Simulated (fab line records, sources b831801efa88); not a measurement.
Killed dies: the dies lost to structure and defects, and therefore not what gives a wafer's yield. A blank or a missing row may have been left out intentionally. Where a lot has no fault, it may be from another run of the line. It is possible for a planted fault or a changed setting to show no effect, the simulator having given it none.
Struck lot and sound lot, side by side	flow sky130	32 out of 708 route steps
Sound: the wafers L141.1, L141.3, L141.4. Struck: wafers L148.2, L148.3, L148.6. The cause is named last.
Each step with rows lists, per side, the tool, then ch with its chambers, then its first start. Under that, the readings that differ: sound wafers	struck wafers	difference of the means	sigmas: that difference in standard deviations of wafers without a fault.
alike: readings with means less than 2 such deviations apart, plus words and numbers identical on both sides. not compared: withheld readings, readings lacking a value on some wafer, bounds such as >300 that could conceal the same value, and numbers that have no deviation in the record and whose values overlap.
The two part at a step that has a row with sigmas, a row that says differs or no value, or rows on one side only. Non-overlapping numbers with no deviation appear without sigmas and do not part them. Lack of a reading on every wafer of one side parts them only where that side has two or more wafers.

first, 3 steps without rows for these wafers: SKY_VIA1_STRIP_17 (strips in post etch residue remover, time 1200 s); SKY_VIA1_CLEAN_18 (cleans in IPA, time 180 s); SKY_VIA1_CLEAN_19 (cleans in O3/DIW).
SKY_VIA1_SPUTTER_20: material TiN, target thk 20 nm, time 80 s.
  sound on pvd-sputter-02, day 35 15:21; struck on pvd-sputter-03, day 37 22:17
  alike: throttle-valve-pct
then, 1 step without rows for these wafers: SKY_VIA1_CVD_21 (deposits W, target thk 270 nm, time 80.902 s).
SKY_VIA1_RS_MEAS_22: uses a four-point probe to measure.
  sound on film-metro-01, day 35 15:30; struck on film-metro-03, day 37 22:28
  alike: VIA1_W_RS
SKY_VIA1_THK_MEAS_23: measures by xrf.
  sound on film-metro-01, day 35 15:37; struck on film-metro-03, day 37 22:34
  alike: VIA1_W_THK
SKY_VIA1_CMP_24: polishes, stops on SiO2, t overpolish 15 s, target thk 0 nm.
  sound on cmp-02 ch 1,2,3, day 35 15:44; struck on cmp-01 ch 2,3, day 37 22:37
  alike: motor-current-A, overpolish-run-s, time-to-endpoint-s
then, 3 steps without rows for these wafers: SKY_METAL2_SPUTTER_00 (material Ti, target thk 15 nm, time 10 s); SKY_METAL2_SPUTTER_01 (material TiN, target thk 20 nm, time 16.7 s); SKY_METAL2_SPUTTER_02 (material AlCu, target thk 250 nm, time 13.3 s).
SKY_METAL2_SPUTTER_03: material Ti, target thk 5 nm, time 3.3 s.
  sound on pvd-sputter-01, day 35 16:06; struck on pvd-sputter-01, day 37 22:59
  alike: throttle-valve-pct
SKY_METAL2_SPUTTER_04: material TiN, target thk 70 nm, time 58.3 s.
  sound on pvd-sputter-01, day 35 16:07; struck on pvd-sputter-01, day 37 23:01
reading	sound	struck	difference	sigmas
model.TiN_of_METAL2_SPUTTER_04.thk-nm (nm)	70.37 70.06 70.25	76.61 76.13 76.85	+6.30	
  alike: throttle-valve-pct
SKY_METAL2_RS_MEAS_05: uses a four-point probe to measure.
  sound on film-metro-02, day 35 16:10; struck on film-metro-02, day 37 23:05
  alike: METAL2_ALCU_RS
SKY_METAL2_THK_MEAS_06: measures by xrf.
  sound on film-metro-02, day 35 16:17; struck on film-metro-02, day 37 23:11
  alike: METAL2_ALCU_THK
then, 8 steps without rows for these wafers: SKY_METAL2_DEHYDRATE_07 (time 60 s); SKY_METAL2_HMDS_08 (prime time 60 s); SKY_METAL2_COAT_09 (resist thk 60 nm); SKY_METAL2_COAT_10 (resist thk 450 nm); SKY_METAL2_SOFTBAKE_11 (time 90 s); SKY_METAL2_EXPOSE_12 (exposes mask MM2, target cd 140 nm); SKY_METAL2_PEB_13; SKY_METAL2_DEVELOP_14 (develop time 60 s).
SKY_METAL2_CD_MEAS_15 targets a cd of 140 nm.
  sound on cd-sem-02, day 36 18:20; struck on cd-sem-02, day 39 00:32
  alike: cd-nm
SKY_METAL2_OVL_MEAS_16:
  sound on overlay-02, day 36 18:27; struck on overlay-01, day 39 00:39
  alike: METAL2_OVL
SKY_METAL2_DESCUM_17: chemistry O2, time 8 s.
  sound on rie-metal-02 ch 0,1, day 36 18:29; struck on rie-metal-04 ch 0,1, day 39 00:41
  alike: drypump-motor-current-A, oes-product-au, temp-c
  not compared: rf-hours-counter-h
then, 1 step without rows for these wafers: SKY_METAL2_ETCH_18 (etches BARC in N2/H2, stops on SiO2, time 45.9 s, target depth 60 nm).
SKY_METAL2_METAL_ETCH_19: etches the open film in Cl2/BCl3, stops on SiO2, target depth 360 nm, time 78 s.
  sound on rie-metal-02 ch 0,1, day 36 18:35; struck on rie-metal-04 ch 0,1, day 39 00:46
  alike: bcl3-flow-sccm, drypump-motor-current-A, oes-product-au, throttle-valve-pct
  not compared: rf-hours-counter-h
then, 1 step without rows for these wafers: SKY_METAL2_STRIP_20 (strips in O2/N2).
SKY_METAL2_STRIP_21: strips in post etch residue remover, time 1200 s.
  sound on wet-bench-03 ch 2, day 36 18:46; struck on wet-bench-03 ch 2, day 39 00:58
reading	sound	struck	difference	sigmas
model.TiN_of_METAL2_SPUTTER_04.thk-nm (nm)	69.95 69.64 69.83	76.2 75.71 76.43	+6.3	
  alike: temp-c
then, 2 steps without rows for these wafers: SKY_METAL2_CLEAN_22 (cleans in IPA, time 180 s); SKY_PAD_OPEN_PROBE_99.

== WHERE THEY PART ==
Nowhere in this record.

WHY: what had been put in by the simulator
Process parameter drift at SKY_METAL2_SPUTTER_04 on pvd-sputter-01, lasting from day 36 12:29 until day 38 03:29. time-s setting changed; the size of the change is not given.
